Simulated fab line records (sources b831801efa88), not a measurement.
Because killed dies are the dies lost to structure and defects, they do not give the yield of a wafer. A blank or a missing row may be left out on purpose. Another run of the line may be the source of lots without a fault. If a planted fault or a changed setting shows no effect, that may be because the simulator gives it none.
What tool caused it? | flow sky130 | 10 lots with 30 wafers sampled at 5 steps, on a route of 708 steps

## WHAT EACH GAUGE READ, for each wafer
SKY_POLY_GATE_THK_MEAS_04.
lot  | measured     | on           | POLY_GATE_CVD_03_THK (nm)
L451 | day 14 16:16 | filmMetro-01 | 72.6 73.0 72.6
L452 | day 15 15:13 | filmMetro-02 | 74.3 74.4 74.6
L455 | day 16 12:12 | filmMetro-03 | 75.1 75.0 75.1
L454 | day 16 18:38 | filmMetro-03 | 76.5 76.7 76.1
L463 | day 21 00:34 | filmMetro-03 | 74.9 74.7 75.2
L462 | day 21 00:34 | filmMetro-02 | 74.8 74.5 74.9
L466 | day 21 03:07 | filmMetro-03 | 74.9 75.5 74.9
L468 | day 21 06:17 | filmMetro-02 | 73.9 74.2 74.7
L472 | day 22 16:04 | filmMetro-01 | 74.6 74.3 74.3
L474 | day 23 15:45 | filmMetro-02 | 73.8 73.3 73.3

SKY_LDD_N_TW_MEAS_17.
lot  | measured     | on           | LDD_N_TW
L451 | day 17 02:43 | filmMetro-04 | 2570 2582 2589
L452 | day 18 03:47 | filmMetro-02 | 2606 2627 2616
L455 | day 19 02:29 | filmMetro-03 | 2587 2583 2579
L454 | day 19 09:34 | filmMetro-04 | 2574 2590 2582
L463 | day 23 15:39 | filmMetro-02 | 2927 2922 2925
L462 | day 23 16:53 | filmMetro-04 | 2888 2899 2887
L466 | day 23 19:36 | filmMetro-04 | 2567 2573 2562
L468 | day 23 22:25 | filmMetro-03 | 2595 2591 2594
L472 | day 25 08:15 | filmMetro-03 | 2602 2588 2587
L474 | day 26 06:50 | filmMetro-04 | 2555 2551 2561

## TOOL THAT RAN EACH LOT (tool first, then ch and the chambers of the sampled wafers, then the start)
lot  | SKY_RES_PROTECT_STRIP_07            | SKY_LDD_N_IMPLANT_11            | SKY_LDD_N_STRIP_16
L451 | plasmaAsher-01 ch 0,1, day 14 14:14 | implanter-04 ch 0, day 17 01:52 | plasmaAsher-04 ch 0,1, day 17 02:37
L452 | plasmaAsher-04 ch 0,1, day 15 12:10 | implanter-02 ch 0, day 18 02:56 | plasmaAsher-03 ch 0,1, day 18 03:41
L455 | plasmaAsher-02 ch 0,1, day 16 10:32 | implanter-01 ch 0, day 19 01:39 | plasmaAsher-01 ch 0,1, day 19 02:22
L454 | plasmaAsher-04 ch 0,1, day 16 14:41 | implanter-01 ch 0, day 19 08:43 | plasmaAsher-01 ch 0,1, day 19 09:28
L463 | plasmaAsher-02 ch 0,1, day 20 22:02 | implanter-04 ch 0, day 23 14:48 | plasmaAsher-01 ch 0,1, day 23 15:33
L462 | plasmaAsher-04 ch 0,1, day 20 22:20 | implanter-04 ch 0, day 23 16:02 | plasmaAsher-01 ch 0,1, day 23 16:47
L466 | plasmaAsher-01 ch 1, day 20 23:35   | implanter-02 ch 0, day 23 18:45 | plasmaAsher-03 ch 0,1, day 23 19:30
L468 | plasmaAsher-01 ch 0,1, day 21 04:43 | implanter-01 ch 0, day 23 21:34 | plasmaAsher-03 ch 0,1, day 23 22:18
L472 | plasmaAsher-01 ch 0,1, day 22 14:31 | implanter-01 ch 0, day 25 07:26 | plasmaAsher-04 ch 0,1, day 25 08:10
L474 | plasmaAsher-02 ch 0,1, day 23 14:10 | implanter-02 ch 0, day 26 05:59 | plasmaAsher-04 ch 0,1, day 26 06:43
- SKY_RES_PROTECT_STRIP_07: strips in O2/N2.
- SKY_LDD_N_IMPLANT_11
- SKY_LDD_N_STRIP_16: strips in O2/N2.

## AS READ BY THE TOOLS THEMSELVES (means over the sampled wafers that have a number; for cases with no such wafer, the mark the record gives instead)
SKY_RES_PROTECT_STRIP_07.
lot  | tool           | drypumpMotorCurrentA (A) | oesProductAu (a.u.) | stripTimeToEndpointS (s)
L451 | plasmaAsher-01 | 5.4                      | 0.514               | 23.30
L452 | plasmaAsher-04 | 6.1                      | 0.513               | 23.36
L455 | plasmaAsher-02 | 5.3                      | 0.520               | 23.30
L454 | plasmaAsher-04 | 6.1                      | 0.515               | 23.28
L463 | plasmaAsher-02 | 5.2                      | 0.523               | 23.43
L462 | plasmaAsher-04 | 6.2                      | 0.521               | 23.32
L466 | plasmaAsher-01 | 5.0                      | 0.513               | 23.34
L468 | plasmaAsher-01 | 5.5                      | 0.518               | 23.25
L472 | plasmaAsher-01 | 5.4                      | 0.521               | 23.27
L474 | plasmaAsher-02 | 5.2                      | 0.518               | 23.33

SKY_LDD_N_IMPLANT_11.
lot  | tool         | beamOnS (s) | doseIonsCm2 | faradayCurrentUA | rotationDeg (degrees)
L451 | implanter-04 | 9.88        | 7.488e+13   | 428              | 293.01
L452 | implanter-02 | 9.91        | 7.496e+13   | 427              | 292.99
L455 | implanter-01 | 10.04       | 7.497e+13   | 420              | 293.08
L454 | implanter-01 | 10.03       | 7.495e+13   | 422              | 292.94
L463 | implanter-04 | 49.00       | 4.213e+14   | 485              | 292.99
L462 | implanter-04 | 49.22       | 4.212e+14   | 483              | 293.02
L466 | implanter-02 | 10.05       | 7.498e+13   | 422              | 293.01
L468 | implanter-01 | 10.15       | 7.506e+13   | 416              | 293.05
L472 | implanter-01 | 10.06       | 7.504e+13   | 420              | 292.97
L474 | implanter-02 | 9.93        | 7.505e+13   | 425              | 292.95

SKY_LDD_N_STRIP_16.
lot  | tool           | drypumpMotorCurrentA (A) | oesProductAu (a.u.) | stripTimeToEndpointS (s)
L451 | plasmaAsher-04 | 6.1                      | 0.404               | 4.305
L452 | plasmaAsher-03 | 5.5                      | 0.404               | 4.335
L455 | plasmaAsher-01 | 5.5                      | 0.408               | 4.335
L454 | plasmaAsher-01 | 5.2                      | 0.404               | 4.320
L463 | plasmaAsher-01 | 5.5                      | 0.405               | 5.173
L462 | plasmaAsher-01 | 5.4                      | 0.406               | 5.173
L466 | plasmaAsher-03 | 5.5                      | 0.407               | 4.306
L468 | plasmaAsher-03 | 5.5                      | 0.404               | 4.314
L472 | plasmaAsher-04 | 6.2                      | 0.409               | 4.303
L474 | plasmaAsher-04 | 6.1                      | 0.411               | 4.313

## THE ANSWER, worked out from the rows above alone
Rule: what is usual is taken from the lots themselves. The widest of any qualifying gaps counts: lots, ordered by their means at a reading, are off when they make up no more than a third of the lots, leave a main group of 4 or more, and stand apart from it by 3 or more times the standard deviation of that group's means. A main group is skipped when, at the precision printed for the reading in the tables above, its means are all equal. Also off: a lot with no number at a reading for which 4 or more lots have one. Any other lot the step has rows for is counted as sound. First the gauges in route order, then the tools' own readings, where a lot's mean is used as printed above. The first step at which some lot is off is used, and at that step the reading that is off furthest; a lot without a number counts as furthest.
Off: L463, L462, at SKY_LDD_N_TW_MEAS_17 (LDD_N_TW). Main group: mean 2584, sd 17.
If a tool, at a process step before that reading, ran all the lots that are off and no sound lot after the first of them, it fits. The gauges at SKY_LDD_N_TW_MEAS_17 aren't tried: what is off there is off at SKY_LDD_N_IMPLANT_11 too, on other tools, and a gauge's error can't cause that. This does not decide it: 2 tools fit, namely implanter-04 at SKY_LDD_N_IMPLANT_11 and plasmaAsher-01 at SKY_LDD_N_STRIP_16.

## WHAT HAD BEEN PUT IN BY THE SIMULATOR
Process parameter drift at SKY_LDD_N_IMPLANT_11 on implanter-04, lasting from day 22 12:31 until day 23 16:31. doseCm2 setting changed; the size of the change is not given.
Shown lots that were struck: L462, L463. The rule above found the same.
